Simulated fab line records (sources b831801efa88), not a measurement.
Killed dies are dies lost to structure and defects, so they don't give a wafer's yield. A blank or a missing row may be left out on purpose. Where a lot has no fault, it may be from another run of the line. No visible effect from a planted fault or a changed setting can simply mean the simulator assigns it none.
Chamber matching    flow sky130    SKY_VIA3_CMP_02 on cmp-02 has 4 sister chambers
The step polishes SiO2. 8 wafers are shown with their chamber, then 12 later ones without.

WAFERS PAIRED WITH THEIR CHAMBERS
wafer   chamber  motor-current-A (A)
L085.1  1        10.5
L085.2  0        14.0
L086.6  1        11.2
L090.5  0        13.8
L090.6  3        11.6
L091.2  2        11.9
L091.4  3        11.3
L091.5  2        12.6

WAFERS WHOSE CHAMBER IS MISSING
wafer   motor-current-A (A)
L092.3  12.6
L092.4  11.2
L092.6  11.1
L093.2  14.1
L093.4  11.0
L093.5  13.6
L095.1  14.0
L095.4  11.0
L095.6  14.1
L096.3  11.4
L096.4  12.5
L096.5  12.8

THE CHAMBER EACH PASSED THROUGH
wafer   from the rows above      in truth
L092.3  2                        2
L092.4  can't be placed: 3 or 1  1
L092.6  can't be placed: 1 or 3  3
L093.2  0                        0
L093.4  can't be placed: 1 or 3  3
L093.5  0                        0
L095.1  0                        0
L095.4  can't be placed: 1 or 3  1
L095.6  0                        0
L096.3  can't be placed: 3 or 1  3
L096.4  2                        2
L096.5  can't be placed: 2 or 0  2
Correct placement for 6 of the 12. Unplaceable from these rows: 6, with the true chamber sitting among the candidates in 6. 0 placed wrongly.
How it was worked out, from the rows above alone: a wafer's distance from a chamber is the root of the sum, over the readings, of the square of ((its reading less the chamber's mean) divided by the reading's scatter). If the next closest chamber is less than 2 further off than the closest, the wafer can't be placed; otherwise it belongs to the closest. Each chamber's mean is taken over the wafers shown for it. How the scatter is found: for the shown wafers, subtract from each reading the mean of its chamber, square and add these, divide the total by (wafers less chambers), then take the root.
